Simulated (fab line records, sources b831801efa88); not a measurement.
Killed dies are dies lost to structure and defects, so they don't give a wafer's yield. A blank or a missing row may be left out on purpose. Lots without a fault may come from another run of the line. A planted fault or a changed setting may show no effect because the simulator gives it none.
Problem report in the 8D (eight disciplines) form, filled by code | flow sky130 | the parts of the form that need people (team, actions taken, sign-off) are left out

1. THE PROBLEM
head_pressure_psi at SKY_CONTACT_CMP_04 reads a mean of 1.941 psi on 6 wafers of 2 lots; wafers without a fault read 3.999 psi with a standard deviation of 0.0082. That is -99 or more standard deviations from the usual mean.
The step: polishes SiO2.
First seen on wafer L364.3, day 34 02:43, on cmp-02. The record holds 42 wafers of 14 lots with a number at this step. Rule for "out", or "out of limits": more than 4 standard deviations from the usual mean. The other wafers with a number count as sound.

2. WHAT IT IS AND WHAT IT IS NOT
question                    | is                     | is not
which readings at this step | head_pressure_psi      | -
which lots                  | L364, L365             | L353, L354, L355, L357, L358, L362, L369, L370, L372, L373, L374, L375
which wafers of those lots  | all that have a number | -
read on which tools         | cmp-02                 | cmp-01
when                        | from day 34 02:43      | up to then (18 sound wafers); but 18 sound wafers of L369, L370, L372, L373, L374, L375 came after

3. SUSPECTS, AND WHAT RULES EACH OUT
Counting: a tool at a process step up to the reading stays a suspect if it ran every lot that is out and no sound lot after the first of them.
- cmp-02 at SKY_CONTACT_CMP_04 (polishes SiO2): ruled out as a lasting fault. Sound lots L375 ran on it after its first lot that is out, L364 (day 34 02:43).
Left after counting: nothing in the record.

4. THE CAUSE (what the simulator had put in)
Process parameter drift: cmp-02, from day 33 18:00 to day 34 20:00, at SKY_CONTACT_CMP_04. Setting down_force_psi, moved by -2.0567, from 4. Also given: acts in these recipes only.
Counting ruled it out, wrongly.

5. THE CHAIN OF EFFECTS, in route order
Each row: a reading whose mean over the struck wafers that have a number lies more than 3 standard deviations from the usual. Only readings for which the record gives a usual standard deviation are gone through. hours: the time from each lot's start at the first step in this table that gives one to its start at this step, as a median over the lots. sigmas: the change in usual standard deviations.
hours | step                  | reading            | usual      | on struck wafers | change | sigmas
0     | SKY_CONTACT_CMP_04    | head_pressure_psi  | 3.999 psi  | 1.941            | -2.058 | -99 or more
0     | SKY_CONTACT_CMP_04    | motor_current_A    | 11.9 A     | 7.8              | -4.1   | -3.4
0     | SKY_CONTACT_CMP_04    | time_to_endpoint_s | 84 s       | 109              | +25    | +4.2
26    | SKY_CONTACT_ETCH_17   | oes_product_au     | 0.892 a.u. | 0.987            | +0.095 | +21
343   | SKY_PAD_OPEN_PROBE_99 | killed_at_contacts | 24         | 328              | +304   | +61
343   | SKY_PAD_OPEN_PROBE_99 | killed_dies        | 88         | 390              | +302   | +35
343   | SKY_PAD_OPEN_PROBE_99 | killed_on_rim      | 18         | 82               | +64    | +16
The process steps in it:
- SKY_CONTACT_CMP_04: polishes SiO2.
- SKY_CONTACT_ETCH_17: etches SiO2 in C4F8/O2/Ar, stops on Si3N4, target depth 340 nm.
- SKY_PAD_OPEN_PROBE_99
Later measuring or inspecting steps at which every struck wafer that the step has a row for has a number for every such reading, and none has moved that far: SKY_VIA1_CD_MEAS_12, SKY_VIA1_OVL_MEAS_13.

6. WHAT WOULD HAVE CAUGHT IT SOONER
In this record the first reading out of limits was taken at day 34 02:43, 9 hours after the fault began at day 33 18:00.
